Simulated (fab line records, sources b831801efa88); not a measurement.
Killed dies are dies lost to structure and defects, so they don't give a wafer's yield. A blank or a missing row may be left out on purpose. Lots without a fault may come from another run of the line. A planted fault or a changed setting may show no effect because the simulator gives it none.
Which tool did it? | flow gf180mcu | 14 lots, 42 wafers sampled, at 2 steps of a route of 602

WHAT THE GAUGES READ, wafer by wafer
GF_V2_THK_MEAS_03. Usual: V2_CVD_02_THK 853 nm, standard deviation 10.
lot  | measured     | on            | V2_CVD_02_THK (nm) | flag
L225 | day 20 05:54 | film_metro-04 | 834 856 859        |
L226 | day 20 13:15 | film_metro-01 | 848 847 857        |
L227 | day 21 01:10 | film_metro-03 | 852 859 854        |
L229 | day 21 16:50 | film_metro-04 | 866 861 871        |
L230 | day 22 08:19 | film_metro-03 | 852 859 870        |
L231 | day 22 16:35 | film_metro-01 | 843 846 858        |
L234 | day 23 17:37 | film_metro-01 | 854 870 865        |
L239 | day 25 09:31 | film_metro-03 | 849 857 865        |
L240 | day 25 16:34 | film_metro-04 | 835 852 858        |
L242 | day 26 07:06 | film_metro-03 | 860 855 863        |
L243 | day 26 11:05 | film_metro-03 | 845 853 854        |
L244 | day 26 20:22 | film_metro-04 | 839 855 853        |
L245 | day 27 01:04 | film_metro-03 | 836 855 862        |
L246 | day 27 09:33 | film_metro-01 | 854 865 857        |

WHICH TOOL RAN EACH LOT (tool, then ch and the chambers of the sampled wafers, then the start)
lot  | GF_STI_WET_ETCH_17
L225 | wet_bench-02 ch 1, day 2 11:36
L226 | wet_bench-01 ch 1, day 2 16:57
L227 | wet_bench-02 ch 2, day 2 21:32
L229 | wet_bench-02 ch 3, day 3 08:31
L230 | wet_bench-02 ch 1, day 3 14:57
L231 | wet_bench-02 ch 2, day 3 19:49
L234 | wet_bench-01 ch 1, day 4 10:16
L239 | wet_bench-02 ch 0, day 5 13:17
L240 | wet_bench-01 ch 3, day 5 17:09
L242 | wet_bench-02 ch 2, day 6 04:18
L243 | wet_bench-01 ch 3, day 6 09:54
L244 | wet_bench-01 ch 0, day 6 15:55
L245 | wet_bench-04 ch 1, day 6 19:05
L246 | wet_bench-04 ch 3, day 7 00:57
- GF_STI_WET_ETCH_17: etches Si3N4 in H3PO4, target depth 45 nm, time 514 s.

WHAT THE TOOLS THEMSELVES READ (means of the sampled wafers that have a number; where no wafer has one, the mark that the record gives instead)
GF_STI_WET_ETCH_17. Usual: bath_guard_temp_C 159.9 C, standard deviation 0.71; temp_c 159.99 C, standard deviation 0.16.
lot  | tool         | bath_guard_temp_C (C) | temp_c (C) | flag
L225 | wet_bench-02 | 160.8                 | 159.90     |
L226 | wet_bench-01 | 160.3                 | 160.10     |
L227 | wet_bench-02 | 158.8                 | 160.06     |
L229 | wet_bench-02 | 161.2                 | 160.07     |
L230 | wet_bench-02 | 160.9                 | 159.95     |
L231 | wet_bench-02 | 159.0                 | 160.12     |
L234 | wet_bench-01 | 160.3                 | 160.09     |
L239 | wet_bench-02 | 155.6                 | 155.64     | OFF
L240 | wet_bench-01 | 160.2                 | 159.96     |
L242 | wet_bench-02 | 154.9                 | 155.53     | OFF
L243 | wet_bench-01 | 160.3                 | 159.99     |
L244 | wet_bench-01 | 159.0                 | 160.12     |
L245 | wet_bench-04 | 159.5                 | 160.02     |
L246 | wet_bench-04 | 159.7                 | 159.75     |

THE ANSWER, worked out from the rows above alone
Rule: a lot is off if the mean of its wafers that have a number lies more than 3 standard deviations from the usual mean. A lot without any number at a reading at which 4 lots or more have one is off too. The other lots that the step has rows for count as sound. The gauges are gone through in route order, then the tools' own readings, and for those a lot's mean is taken as printed above. The first step at which some lot is off is used, and at that step the reading that is off furthest; a lot without a number counts as furthest.
Off: L239, L242, at GF_STI_WET_ETCH_17 (temp_c).
A tool fits if, at that step or a process step before it, it ran every lot that is off, and no sound lot after the first of them. One fits: wet_bench-02 at GF_STI_WET_ETCH_17. Its last sound lot is L231 (day 3 19:49), its first lot that is off L239 (day 5 13:17): a fault that began between those two fits.
The tool's own readings at GF_STI_WET_ETCH_17 bear it out: on the lots that are off they differ by more than 5 times the standard deviation of the sound lots' means. bath_guard_temp_C reads 155.2 C there against 160.0 C on the sound lots; temp_c reads 155.58 C there against 160.01 C on the sound lots.

WHAT THE SIMULATOR HAD PUT IN
Process parameter drift: wet_bench-02, from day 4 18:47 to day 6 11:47, at GF_STI_WET_ETCH_17. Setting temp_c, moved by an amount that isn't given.
Lots struck among those shown: L239, L242. The rule above found the same.
